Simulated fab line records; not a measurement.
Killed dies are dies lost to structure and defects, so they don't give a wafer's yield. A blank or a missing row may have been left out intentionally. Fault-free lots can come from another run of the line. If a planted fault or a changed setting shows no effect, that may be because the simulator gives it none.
fab line records	flow gf180mcu	part 1 of 2: steps 1 to 32 of 43
record: lots: 5	wafers: 15	lastDay: 34
route steps=602 shown STI@24 DNWELL@32 NWELL@42 LVPWELL@54 MVSD@66
lots that met no fault: from a run of the same line without faults
startH: hours from the record's opening day to when the first of the lot's shown wafers began	waitH: hours elapsed since this lot's preceding step	" identical to the entry in the row above	L1.1+2: several wafers, shown together as one row	- value missing, or start not given	* or withheld: withheld	< > ~ a bound
route shown NAME@n: NAME is a module with steps in the file, n the number in the route of the first one	usual: mean/standard deviation of fault-free wafers	same: alike in all rows	chamber/n: place in a boat	sites: the reading at each site	_std_site: standard deviation of those values	_edge_site: the outer-site mean with the inner-site mean subtracted	radiusMm: how far each site lies from the wafer's centre	mask NAME#n: copy n	behind: the last tool/chamber to shape the wafer	hold: cause of the lot's hold/its duration in hours/its outcome	device: names the non-switching transistor (n, p or np)	end of line: at the end of the route, the tests of the same wafers	a step without rows: its recipe alone	killed: not the wafer's yield, but the dies lost to structure and defects at the first sort	map: the dies of a wafer, with x for killed, . for not killed, _ for no die there
set.NAME: the setting as run; set.NAME@STEP: as run at that earlier step	model.NAME: the simulator's own value behind a step, which no gauge read
certain route steps with their lots: each step a table, each wafer a row
services: the hour from which a tool's chamber was out of use, counted from the record's first day as startH (under 0 if before that day), plus the number of hours and why
== steps ==
step: GF_STI_CVD_23
recipe: material: SiO2	targetThkNm: 650	sigmaOpenFrac: 0.3	timeS: 108.3	tempC: 600	sih4FlowSccm: 60	pressureMtorr: 6
lot.wafer	tool	chamber	startH	waitH
L084.1+5+6	hdpcvd-02	0,2,0	79.28	0.1
L085.1+4+5	hdpcvd-02	0,2,0	83.94	0.1
L090.1+2+4	hdpcvd-01	1,0,2	109.51	0.1
L095.1+2+5	hdpcvd-01	0,2,1	135.25	0.1
L097.1+5+6	hdpcvd-02	1,1,2	145.39	0.1
step: GF_STI_THK_MEAS_24
recipe: reads: SiO2_of_STI_CVD_23
usual: STI_CVD_23_THK: 650/5.8
lot.wafer	tool	chamber	startH	waitH	STI_CVD_23_THK[nm]
L084.1	filmMetro-01	-	79.36	0.0	651
L084.5	"	-	"	"	653
L084.6	"	-	"	"	651
L085.1	filmMetro-01	-	84.01	0.0	641
L085.4	"	-	"	"	649
L085.5	"	-	"	"	643
L090.1	filmMetro-03	-	109.58	0.0	643
L090.2	"	-	"	"	642
L090.4	"	-	"	"	643
L095.1	filmMetro-02	-	135.32	0.0	649
L095.2	"	-	"	"	650
L095.5	"	-	"	"	647
L097.1	filmMetro-03	-	145.46	0.0	654
L097.5	"	-	"	"	649
L097.6	"	-	"	"	643
step: GF_STI_CMP_25
recipe: stopOn: Si3N4	tOverpolishS: 33	downForcePsi: 4	platenRpm: 60	targetThkNm: 524.6	padVelocityMS: 0.94248
usual: motorCurrentA: 11.1/0.94	overpolishRunS: 32.999/0.0082	timeToEndpointS: 126/4
lot.wafer	tool	chamber	startH	waitH	motorCurrentA	overpolishRunS	timeToEndpointS
L084.1	cmp-02	3	79.47	0.1	10.6	32.993	133
L084.5	"	2	"	"	10.0	32.997	125
L084.6	"	3	"	"	10.7	33.017	132
L085.1	cmp-02	0	84.07	0.1	12.7	33.008	127
L085.4	"	3	"	"	10.6	33.008	128
L085.5	"	1	"	"	12.6	32.996	122
L090.2	cmp-02	1	109.64	0.0	12.2	32.996	119
L090.4	"	2	"	"	10.1	33.008	118
L090.1	"	3	"	"	10.9	33.002	127
L095.1	cmp-02	0	135.38	0.1	13.3	33.013	122
L095.2	"	3	"	"	10.8	32.989	122
L095.5	"	0	"	"	12.9	33.001	124
L097.1	cmp-01	1	145.52	0.1	11.2	33.001	124
L097.6	"	1	"	"	11.6	33.001	123
L097.5	"	2	"	"	10.2	32.993	124
step: GF_STI_WET_ETCH_26
recipe: chemistry: dHF	targetDepthNm: 94	target: SiO2	tempC: 25	dilution: 10:1	timeS: 188
lot.wafer	tool	chamber	startH	waitH
L084.1+5+6	wetBench-04	3	79.72	0.2
L085.1+4+5	wetBench-03	0	84.37	0.2
L090.1+2+4	wetBench-03	2	109.94	0.1
L095.1+2+5	wetBench-01	1	135.68	0.2
L097.1+5+6	wetBench-04	2	145.82	0.2
step: GF_STI_WET_ETCH_27
recipe: chemistry: H3PO4	targetDepthNm: 160	target: Si3N4	tempC: 160	timeS: 1825
lot.wafer	tool	chamber	startH	waitH
L084.1+5+6	wetBench-03	3	79.78	0.0
L085.1+4+5	wetBench-01	3	84.43	0.0
L090.1+2+4	wetBench-04	0	110.00	0.0
L095.1+2+5	wetBench-04	0	135.75	0.0
L097.1+5+6	wetBench-03	3	145.89	0.0
step: GF_STI_WET_ETCH_28
recipe: chemistry: dHF	targetDepthNm: 20	dry: ipaMarangoni	target: SiO2	tempC: 25	dilution: 10:1	timeS: 40
lot.wafer	tool	chamber	startH	waitH
L084.1+5+6	wetBench-04	2	80.29	0.0
L085.1+4+5	wetBench-04	2	84.95	0.0
L090.1+2+4	wetBench-01	0	110.57	0.0
L095.1+2+5	wetBench-01	3	136.31	0.0
L097.1+5+6	wetBench-04	3	146.40	0.0
step: GF_STI_OXIDATION_29
recipe: tempC: 900	ambient: O2	stabiliseS: 600	purgeS: 300	targetThkA: 100	oxTimeS: 1418
usual: oxTempC: 900.0/0.42	spikeTcTopC: 912.4/1.6
lot.wafer	tool	chamber	startH	waitH	oxTempC	spikeTcTopC
L084.1	furnace-02	0	80.91	0.6	900.2	913.2
L084.5	"	0	"	"	899.8	913.9
L084.6	"	0	"	"	900.6	914.8
L085.1	furnace-01	0	84.97	0.0	899.9	911.5
L085.4	"	0	"	"	900.4	911.3
L085.5	"	0	"	"	899.8	910.3
L090.1	furnace-02	0	111.29	0.7	899.8	913.7
L090.2	"	0	"	"	899.7	913.5
L090.4	"	0	"	"	899.5	913.8
L095.1	furnace-02	0	137.24	0.9	899.8	913.1
L095.2	"	0	"	"	899.8	913.6
L095.5	"	0	"	"	900.8	913.8
L097.1	furnace-01	0	146.43	0.0	900.4	909.9
L097.5	"	0	"	"	900.2	909.3
L097.6	"	0	"	"	900.9	909.2
step: GF_STI_THK_MEAS_30
recipe: reads: SiO2_of_STI_OXIDATION_29
usual: STI_OXIDATION_02_THK: 10.02/0.16
lot.wafer	tool	chamber	startH	waitH	STI_OXIDATION_02_THK[nm]
L084.1	filmMetro-03	-	82.30	0.0	9.91
L084.5	"	-	"	"	9.93
L084.6	"	-	"	"	9.91
L085.1	filmMetro-03	-	86.37	0.0	10.08
L085.4	"	-	"	"	10.01
L085.5	"	-	"	"	9.91
L090.1	filmMetro-01	-	112.68	0.0	9.76
L090.2	"	-	"	"	9.95
L090.4	"	-	"	"	10.06
L095.1	filmMetro-01	-	138.63	0.0	10.28
L095.2	"	-	"	"	10.29
L095.5	"	-	"	"	10.30
L097.1	filmMetro-02	-	147.82	0.0	10.16
L097.5	"	-	"	"	10.03
L097.6	"	-	"	"	10.12
step: GF_DNWELL_DEHYDRATE_00
recipe: tempC: 200	timeS: 60
lot.wafer	tool	chamber	startH	waitH
L084.1+5+6	lithoTrack-03	0	88.17	5.9
L085.1+4+5	lithoTrack-03	0	92.67	6.3
L090.1+2+4	lithoTrack-02	0	119.20	6.5
L095.1+2+5	lithoTrack-01	0	145.70	7.1
L097.1+5+6	lithoTrack-02	0	154.95	7.1
step: GF_DNWELL_HMDS_01
recipe: primeTimeS: 60	primeTempC: 120
lot.wafer	tool	chamber	startH	waitH
L084.1+5+6	lithoTrack-03	0	88.32	0.1
L085.1+4+5	lithoTrack-03	0	92.82	0.1
L090.1+2+4	lithoTrack-02	0	119.35	0.1
L095.1+2+5	lithoTrack-01	0	145.85	0.1
L097.1+5+6	lithoTrack-02	0	155.10	0.1
step: GF_DNWELL_COAT_02
recipe: spinRpm: 2000	resistThkNm: 3000
lot.wafer	tool	chamber	startH	waitH
L084.1+5+6	lithoTrack-03	0	88.47	0.1
L085.1+4+5	lithoTrack-03	0	92.97	0.1
L090.1+2+4	lithoTrack-02	0	119.50	0.1
L095.1+2+5	lithoTrack-01	0	146.00	0.1
L097.1+5+6	lithoTrack-02	0	155.25	0.1
step: GF_DNWELL_SOFTBAKE_03
recipe: tempC: 110	timeS: withheld
lot.wafer	tool	chamber	startH	waitH
L084.1+5+6	lithoTrack-03	0	88.62	0.1
L085.1+4+5	lithoTrack-03	0	93.12	0.1
L090.1+2+4	lithoTrack-02	0	119.65	0.1
L095.1+2+5	lithoTrack-01	0	146.15	0.1
L097.1+5+6	lithoTrack-02	0	155.40	0.1
step: GF_DNWELL_EXPOSE_04
recipe: maskId: DNWELL	targetCdNm: 1700	na: 0.6	sourceShape: conventional	sigmaOuter: 0.6	doseMj: 260
usual: exposureDoseMJCm2: 260.02/0.27
lot.wafer	tool	chamber	startH	waitH	mask	exposureDoseMJCm2
L084.1	ilineStepper-02	0	-	-	DNWELL#0	260.14
L084.5	"	0	"	"	DNWELL#0	259.65
L084.6	"	0	"	"	DNWELL#0	259.72
L085.1	ilineStepper-01	0	-	-	DNWELL#0	260.00
L085.4	"	0	"	"	DNWELL#0	260.10
L085.5	"	0	"	"	DNWELL#0	259.91
L090.1	ilineStepper-01	0	-	-	DNWELL#0	259.91
L090.2	"	0	"	"	DNWELL#0	259.83
L090.4	"	0	"	"	DNWELL#0	259.88
L095.1	ilineStepper-01	0	-	-	DNWELL#0	259.46
L095.2	"	0	"	"	DNWELL#0	259.99
L095.5	"	0	"	"	DNWELL#0	260.05
L097.1	ilineStepper-01	0	-	-	DNWELL#0	259.84
L097.5	"	0	"	"	DNWELL#0	259.95
L097.6	"	0	"	"	DNWELL#0	259.65
step: GF_DNWELL_PEB_05
recipe: tempC: 115	timeS: withheld
lot.wafer	tool	chamber	startH	waitH
L084.1+5+6	lithoTrack-02	0	-	-
L085.1+4+5	lithoTrack-03	0	-	-
L090.1+2+4	lithoTrack-01	0	-	-
L095.1+2+5	lithoTrack-01	0	-	-
L097.1+5+6	lithoTrack-02	0	-	-
step: GF_DNWELL_DEVELOP_06
recipe: wallAngleDeg: 90	developTimeS: 60	devTempC: 23
usual: developerTempC: 22.99/0.095
same: developTimeS: 60
lot.wafer	tool	chamber	startH	waitH	developerTempC
L084.1	lithoTrack-02	0	-	-	22.91
L084.5	"	0	"	"	23.12
L084.6	"	0	"	"	23.06
L085.1	lithoTrack-03	0	-	-	23.09
L085.4	"	0	"	"	23.19
L085.5	"	0	"	"	23.29
L090.1	lithoTrack-01	0	-	-	22.86
L090.2	"	0	"	"	22.95
L090.4	"	0	"	"	22.86
L095.1	lithoTrack-01	0	-	-	23.03
L095.2	"	0	"	"	23.02
L095.5	"	0	"	"	22.88
L097.1	lithoTrack-02	0	-	-	22.83
L097.5	"	0	"	"	22.92
L097.6	"	0	"	"	22.97
step: GF_DNWELL_IMPLANT_07
recipe: species: P	energyKev: 1500	doseCm2: 1e+13	tiltDeg: 0
usual: faradayCurrentUA: 56.4/1.1
lot.wafer	tool	chamber	startH	waitH	faradayCurrentUA
L084.1	implanter-03	0	96.00	-	56.5
L084.5	"	0	"	"	58.5
L084.6	"	0	"	"	56.6
L085.1	implanter-03	0	100.52	-	57.3
L085.4	"	0	"	"	57.1
L085.5	"	0	"	"	55.5
L090.1	implanter-01	0	127.50	-	57.6
L090.2	"	0	"	"	55.8
L090.4	"	0	"	"	56.4
L095.1	implanter-03	0	153.75	-	56.5
L095.2	"	0	"	"	56.0
L095.5	"	0	"	"	57.3
L097.1	implanter-03	0	164.05	-	55.3
L097.5	"	0	"	"	57.4
L097.6	"	0	"	"	56.6
step: GF_DNWELL_STRIP_08
recipe: chemistry: O2/N2	powerW: 1400	pressureMtorr: 1500	platenTempC: 250	o2FlowSccm: 3000	n2FlowSccm: 300	overashFraction: 0.5
usual: drypumpMotorCurrentA: 5.70/0.23	heaterPowerW: 354/19	oesProductAu: 0.722/0.0043	stripTimeToEndpointS: 36.95/0.11
lot.wafer	tool	chamber	startH	waitH	drypumpMotorCurrentA	heaterPowerW	oesProductAu	rfHoursCounterH	stripTimeToEndpointS
L084.1	plasmaAsher-01	1	96.15	0.1	5.54	364	0.724	45	37.00
L084.5	"	1	"	"	5.53	366	0.722	-	37.05
L084.6	"	0	"	"	5.71	361	0.720	-	37.06
L085.1	plasmaAsher-01	1	100.67	0.1	5.56	361	0.725	46	36.94
L085.4	"	1	"	"	5.53	356	0.717	-	37.03
L085.5	"	0	"	"	5.67	369	0.726	-	37.05
L090.1	plasmaAsher-03	0	127.65	0.1	5.47	334	0.716	47	36.80
L090.2	"	1	"	"	6.05	348	0.720	47	36.90
L090.4	"	1	"	"	6.03	349	0.718	-	36.85
L095.1	plasmaAsher-03	0	153.90	0.1	5.46	326	0.724	52	36.91
L095.2	"	1	"	"	6.04	354	0.735	52	36.88
L095.5	"	0	"	"	5.46	331	0.723	-	36.94
L097.1	plasmaAsher-01	1	164.20	0.1	5.54	356	0.724	53	36.98
L097.5	"	1	"	"	5.57	361	0.719	-	37.03
L097.6	"	0	"	"	5.68	368	0.715	-	36.97
step: GF_DNWELL_TW_MEAS_09
usual: DNWELL_TW: 1358/16
lot.wafer	tool	chamber	startH	waitH	DNWELL_TW
L084.1	filmMetro-01	-	96.25	0.1	1332
L084.5	"	-	"	"	1337
L084.6	"	-	"	"	1341
L085.1	filmMetro-01	-	100.77	0.1	1329
L085.4	"	-	"	"	1331
L085.5	"	-	"	"	1336
L090.1	filmMetro-03	-	127.75	0.1	1363
L090.2	"	-	"	"	1360
L090.4	"	-	"	"	1363
L095.1	filmMetro-03	-	154.00	0.1	1351
L095.2	"	-	"	"	1363
L095.5	"	-	"	"	1367
L097.1	filmMetro-04	-	164.30	0.1	1378
L097.5	"	-	"	"	1377
L097.6	"	-	"	"	1379
step: GF_NWELL_DEHYDRATE_00
recipe: tempC: 200	timeS: 60
lot.wafer	tool	chamber	startH	waitH
L084.1+5+6	lithoTrack-04	0	102.41	6.1
L085.1+4+5	lithoTrack-01	0	106.70	5.9
L090.1+2+4	lithoTrack-02	0	135.05	7.3
L095.1+2+5	lithoTrack-02	0	161.25	7.2
L097.1+5+6	lithoTrack-04	0	171.51	7.2
step: GF_NWELL_HMDS_01
recipe: primeTimeS: 60	primeTempC: 120
lot.wafer	tool	chamber	startH	waitH
L084.1+5+6	lithoTrack-04	0	102.56	0.1
L085.1+4+5	lithoTrack-01	0	106.85	0.1
L090.1+2+4	lithoTrack-02	0	135.20	0.1
L095.1+2+5	lithoTrack-02	0	161.40	0.1
L097.1+5+6	lithoTrack-04	0	171.66	0.1
step: GF_NWELL_COAT_02
recipe: spinRpm: 2000	resistThkNm: 3000
lot.wafer	tool	chamber	startH	waitH
L084.1+5+6	lithoTrack-04	0	102.71	0.1
L085.1+4+5	lithoTrack-01	0	107.00	0.1
L090.1+2+4	lithoTrack-02	0	135.35	0.1
L095.1+2+5	lithoTrack-02	0	161.55	0.1
L097.1+5+6	lithoTrack-04	0	171.81	0.1
step: GF_NWELL_SOFTBAKE_03
recipe: tempC: 110	timeS: withheld
lot.wafer	tool	chamber	startH	waitH
L084.1+5+6	lithoTrack-04	0	102.86	0.1
L085.1+4+5	lithoTrack-01	0	107.15	0.1
L090.1+2+4	lithoTrack-02	0	135.50	0.1
L095.1+2+5	lithoTrack-02	0	161.70	0.1
L097.1+5+6	lithoTrack-04	0	171.96	0.1
step: GF_NWELL_EXPOSE_04
recipe: maskId: Nwell	targetCdNm: 860	na: 0.6	sourceShape: conventional	sigmaOuter: 0.6	doseMj: 260
usual: exposureDoseMJCm2: 260.00/0.23
lot.wafer	tool	chamber	startH	waitH	mask	exposureDoseMJCm2
L084.1	ilineStepper-02	0	-	-	Nwell#0	259.97
L084.5	"	0	"	"	Nwell#0	259.95
L084.6	"	0	"	"	Nwell#0	259.70
L085.1	ilineStepper-02	0	-	-	Nwell#0	259.65
L085.4	"	0	"	"	Nwell#0	259.99
L085.5	"	0	"	"	Nwell#0	260.04
L090.1	ilineStepper-01	0	-	-	Nwell#0	259.91
L090.2	"	0	"	"	Nwell#0	259.90
L090.4	"	0	"	"	Nwell#0	260.41
L095.1	ilineStepper-02	0	-	-	Nwell#0	260.14
L095.2	"	0	"	"	Nwell#0	260.15
L095.5	"	0	"	"	Nwell#0	260.15
L097.1	ilineStepper-01	0	-	-	Nwell#0	259.77
L097.5	"	0	"	"	Nwell#0	259.92
L097.6	"	0	"	"	Nwell#0	259.92
step: GF_NWELL_PEB_05
recipe: tempC: 115	timeS: withheld
lot.wafer	tool	chamber	startH	waitH
L084.1+5+6	lithoTrack-04	0	-	-
L085.1+4+5	lithoTrack-02	0	-	-
L090.1+2+4	lithoTrack-04	0	-	-
L095.1+2+5	lithoTrack-02	0	-	-
L097.1+5+6	lithoTrack-04	0	-	-
step: GF_NWELL_DEVELOP_06
recipe: wallAngleDeg: 90	developTimeS: 60	devTempC: 23
usual: developerTempC: 23.04/0.1
same: developTimeS: 60
lot.wafer	tool	chamber	startH	waitH	developerTempC
L084.1	lithoTrack-04	0	-	-	23.00
L084.5	"	0	"	"	22.88
L084.6	"	0	"	"	22.85
L085.1	lithoTrack-02	0	-	-	23.06
L085.4	"	0	"	"	23.07
L085.5	"	0	"	"	23.10
L090.1	lithoTrack-04	0	-	-	22.99
L090.2	"	0	"	"	23.01
L090.4	"	0	"	"	23.08
L095.1	lithoTrack-02	0	-	-	23.12
L095.2	"	0	"	"	23.15
L095.5	"	0	"	"	23.05
L097.1	lithoTrack-04	0	-	-	23.09
L097.5	"	0	"	"	23.09
L097.6	"	0	"	"	22.98
step: GF_NWELL_OVL_MEAS_07
usual: NWELL_OVL: -0.3/1.2
lot.wafer	tool	chamber	startH	waitH	NWELL_OVL[nm]
L084.1	overlay-02	-	110.16	-	-0.1
L084.5	"	-	"	"	0.8
L084.6	"	-	"	"	0.8
L085.1	overlay-01	-	114.45	-	-0.7
L085.4	"	-	"	"	-0.8
L085.5	"	-	"	"	0.4
L090.1	overlay-02	-	143.21	-	-2.2
L090.2	"	-	"	"	-1.1
L090.4	"	-	"	"	-1.9
L095.1	overlay-01	-	169.90	-	-0.3
L095.2	"	-	"	"	0.7
L095.5	"	-	"	"	-0.7
L097.1	overlay-02	-	180.36	-	-1.3
L097.5	"	-	"	"	-1.4
L097.6	"	-	"	"	-1.5
step: GF_NWELL_IMPLANT_08
recipe: species: P	energyKev: 450	doseCm2: 1.5e+13	tiltDeg: 0
usual: faradayCurrentUA: 84.3/1.8
lot.wafer	tool	chamber	startH	waitH	faradayCurrentUA
L084.1	implanter-03	0	110.19	0.0	84.4
L084.5	"	0	"	"	82.5
L084.6	"	0	"	"	83.4
L085.1	implanter-02	0	114.49	0.0	86.9
L085.4	"	0	"	"	81.9
L085.5	"	0	"	"	85.7
L090.1	implanter-04	0	143.24	0.0	81.5
L090.2	"	0	"	"	85.5
L090.4	"	0	"	"	84.8
L095.1	implanter-02	0	169.94	0.0	86.2
L095.2	"	0	"	"	83.4
L095.5	"	0	"	"	80.8
L097.1	implanter-03	0	180.39	0.0	82.9
L097.5	"	0	"	"	83.8
L097.6	"	0	"	"	84.3
step: GF_NWELL_IMPLANT_09
recipe: species: P	energyKev: 160	doseCm2: 4e+12	tiltDeg: 0
usual: faradayCurrentUA: 22.5/0.46
lot.wafer	tool	chamber	startH	waitH	faradayCurrentUA
L084.1	implanter-03	0	110.34	0.1	22.1
L084.5	"	0	"	"	22.5
L084.6	"	0	"	"	22.8
L085.1	implanter-02	0	114.64	0.1	23.3
L085.4	"	0	"	"	22.3
L085.5	"	0	"	"	22.0
L090.1	implanter-04	0	143.39	0.1	22.1
L090.2	"	0	"	"	22.3
L090.4	"	0	"	"	22.7
L095.1	implanter-02	0	170.09	0.1	22.7
L095.2	"	0	"	"	22.2
L095.5	"	0	"	"	21.7
L097.1	implanter-03	0	180.54	0.1	22.9
L097.5	"	0	"	"	22.1
L097.6	"	0	"	"	23.3
step: GF_NWELL_STRIP_10
recipe: chemistry: O2/N2	powerW: 1400	pressureMtorr: 1500	platenTempC: 250	o2FlowSccm: 3000	n2FlowSccm: 300	overashFraction: 0.5
usual: drypumpMotorCurrentA: 5.79/0.25	heaterPowerW: 340/17	oesProductAu: 0.722/0.0045	stripTimeToEndpointS: 36.97/0.089
lot.wafer	tool	chamber	startH	waitH	drypumpMotorCurrentA	heaterPowerW	oesProductAu	rfHoursCounterH	stripTimeToEndpointS
L084.1	plasmaAsher-03	0	110.49	0.1	5.47	321	0.715	45	37.01
L084.5	"	1	"	"	6.03	358	0.719	-	36.91
L084.6	"	0	"	"	5.48	331	0.730	-	36.93
L085.1	plasmaAsher-04	1	114.79	0.1	5.93	327	0.723	33	37.04
L085.4	"	0	"	"	5.73	351	0.722	-	36.95
L085.5	"	0	"	"	5.72	360	0.719	-	36.93
L090.1	plasmaAsher-04	0	143.54	0.1	5.73	338	0.722	36	37.03
L090.2	"	1	"	"	5.91	324	0.732	36	37.12
L090.4	"	0	"	"	5.74	343	0.721	-	37.10
L095.1	plasmaAsher-03	1	170.24	0.1	6.04	340	0.723	54	37.06
L095.2	"	0	"	"	5.48	331	0.713	54	36.94
L095.5	"	1	"	"	6.04	358	0.725	-	37.11
L097.1	plasmaAsher-04	0	180.69	0.1	5.73	343	0.724	41	37.08
L097.5	"	1	"	"	5.92	330	0.721	-	36.99
L097.6	"	0	"	"	5.72	353	0.727	-	37.04
step: GF_NWELL_TW_MEAS_11
usual: NWELL_TW: 1590/10
lot.wafer	tool	chamber	startH	waitH	NWELL_TW
L084.1	filmMetro-03	-	110.59	0.1	1577
L084.5	"	-	"	"	1585
L084.6	"	-	"	"	1583
L085.1	filmMetro-03	-	114.89	0.1	1588
L085.4	"	-	"	"	1594
L085.5	"	-	"	"	1591
L090.1	filmMetro-04	-	143.64	0.1	1603
L090.2	"	-	"	"	1602
L090.4	"	-	"	"	1600
L095.1	filmMetro-02	-	170.34	0.1	1586
L095.2	"	-	"	"	1574
L095.5	"	-	"	"	1574
L097.1	filmMetro-03	-	180.79	0.1	1587
L097.5	"	-	"	"	1591
L097.6	"	-	"	"	1578
step: GF_LVPWELL_DEHYDRATE_00
recipe: tempC: 200	timeS: 60
lot.wafer	tool	chamber	startH	waitH
L084.1+5+6	lithoTrack-01	0	117.60	7.0
L085.1+4+5	lithoTrack-04	0	121.21	6.3
L090.1+2+4	lithoTrack-04	0	150.86	7.2
L095.1+2+5	lithoTrack-04	0	177.36	7.0
L097.1+5+6	lithoTrack-03	0	188.42	7.6
step: GF_LVPWELL_HMDS_01
recipe: primeTimeS: 60	primeTempC: 120
lot.wafer	tool	chamber	startH	waitH
L084.1+5+6	lithoTrack-01	0	117.75	0.1
L085.1+4+5	lithoTrack-04	0	121.36	0.1
L090.1+2+4	lithoTrack-04	0	151.01	0.1
L095.1+2+5	lithoTrack-04	0	177.51	0.1
L097.1+5+6	lithoTrack-03	0	188.57	0.1
